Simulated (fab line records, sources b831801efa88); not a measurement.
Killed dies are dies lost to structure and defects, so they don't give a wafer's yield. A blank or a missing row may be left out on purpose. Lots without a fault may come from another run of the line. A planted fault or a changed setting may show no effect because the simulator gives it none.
A struck lot beside a sound one | flow sky130 | 17 steps out of a route of 708
Sound: wafers L818.1, L818.2, L818.6. Struck: wafers L823.1, L823.3, L823.5. The cause comes at the end.
At each step with rows: each side's tool, then ch and its chambers, then its first start. Under that, the readings that differ: sound wafers | struck wafers | difference of the means | sigmas: that difference in standard deviations of wafers without a fault.
alike: readings whose means differ by less than 2 such deviations, and words and numbers that are the same on both sides. not compared: withheld readings, readings that some wafer has no value for, bounds like >300 that may hide the same value, and numbers for which the record gives no deviation and whose values overlap.
The two part at a step that has a row with sigmas, a row that says differs or no value, or rows on one side only. Numbers that don't overlap but have no deviation are shown without sigmas and don't part them. A reading that every wafer of one side lacks parts them only if that side has two wafers or more.

first, 4 steps without rows for these wafers: SKY_FIELD_ISO_WET_ETCH_29 (etches Si3N4 in H3PO4, target depth 160 nm, time 1825 s); SKY_FIELD_ISO_WET_ETCH_30 (etches SiO2 in dHF, target depth 25 nm, time 50 s); SKY_NWELL_CLEAN_00 (cleans in SC1/SC2, time 150 s); SKY_NWELL_OXIDATION_01 (stabilise 600 s, purge 300 s, target thk 10 nm).
SKY_NWELL_THK_MEAS_02:
  sound on film_metro-03, day 5 03:51; struck on film_metro-03, day 6 04:21
  alike: NWELL_OXIDATION_THK
then, 7 steps without rows for these wafers: SKY_DNWELL_DEHYDRATE_00 (time 60 s); SKY_DNWELL_HMDS_01 (prime time 60 s); SKY_DNWELL_COAT_02 (resist thk 3000 nm); SKY_DNWELL_SOFTBAKE_03; SKY_DNWELL_EXPOSE_04 (exposes mask DNM, target cd 3000 nm); SKY_DNWELL_PEB_05; SKY_DNWELL_DEVELOP_06 (develop time 60 s).
SKY_DNWELL_IMPLANT_07:
  sound on implanter-04 ch 0, day 5 20:58; struck on implanter-03 ch 0, day 7 00:21
SKY_DNWELL_STRIP_08: strips in O2/N2.
  sound on plasma_asher-03 ch 0,1, day 5 21:07; struck on plasma_asher-03 ch 0,1, day 7 00:30
  reading               | sound             | struck            | difference | sigmas
  oes_product_au (a.u.) | 0.720 0.713 0.717 | 0.728 0.721 0.729 | +0.009     | +2
  alike: drypump_motor_current_A, o2_flow_sccm, strip_time_to_endpoint_s
  not compared: rf_hours_counter_h
SKY_DNWELL_TW_MEAS_09:
  sound on film_metro-04, day 5 21:13; struck on film_metro-02, day 7 00:49
  reading   | sound          | struck         | difference | sigmas
  DNWELL_TW | 1111 1108 1109 | 1370 1379 1375 | +265       | +28
then, 1 step without rows for these wafers: SKY_PWDE_DEHYDRATE_00 (time 60 s).
-- the record jumps here: 43 days lie between the struck wafers' starts before and after (it left off in module PWDE and takes up again in module PAD_OPEN, whose first step shown is number 708 of the route) --
SKY_PAD_OPEN_PROBE_99:
  sound on prober-01, day 48 20:34; struck on prober-01, day 49 17:34
  reading                                    | sound                         | struck                        | difference | sigmas
  model.etest.res_deep_nwell.rs_ohm_sq       | 2224 2208 2218                | 1217 1224 1231                | -993       |
  model.etest.res_p_drift_20v.line_ohm_um    | 1.103e+04 1.149e+04 1.083e+04 | 1.386e+04 1.316e+04 1.269e+04 | +2.120e+03 |
  model.etest.res_p_drift_20v.rs_ohm_sq      | 9050 9448 9092                | 1.153e+04 1.1e+04 1.073e+04   | +1.890e+03 |
  model.etest.res_deep_nwell.line_ohm_um     | 733.5 740.2 744.4             | 403.2 409.2 412.5             | -331.1     |
  model.etest.res_pwde_under_gate.rs_ohm_sq  | 6169 6183 6169                | 6504 6478 6431                | +297       |
  model.etest.res_pwell_under_gate.rs_ohm_sq | 2290 2295 2303                | 2372 2359 2371                | +71        |
  model.etest.res_deep_nwell.rs_ohm_sq_range | 64.09 67 95.91                | 53.89 34.56 38.39             | -33.39     |
  alike: killed_at_M0_to_M3, killed_at_M4_up, killed_at_contacts, killed_at_front_end, killed_at_other, killed_dies, killed_open, killed_short

WHERE THEY PART
First at SKY_DNWELL_STRIP_08; last, within this record, at SKY_DNWELL_TW_MEAS_09. Later steps at which nothing parts them and some readings are alike: SKY_PAD_OPEN_PROBE_99.

WHY: what the simulator had put in
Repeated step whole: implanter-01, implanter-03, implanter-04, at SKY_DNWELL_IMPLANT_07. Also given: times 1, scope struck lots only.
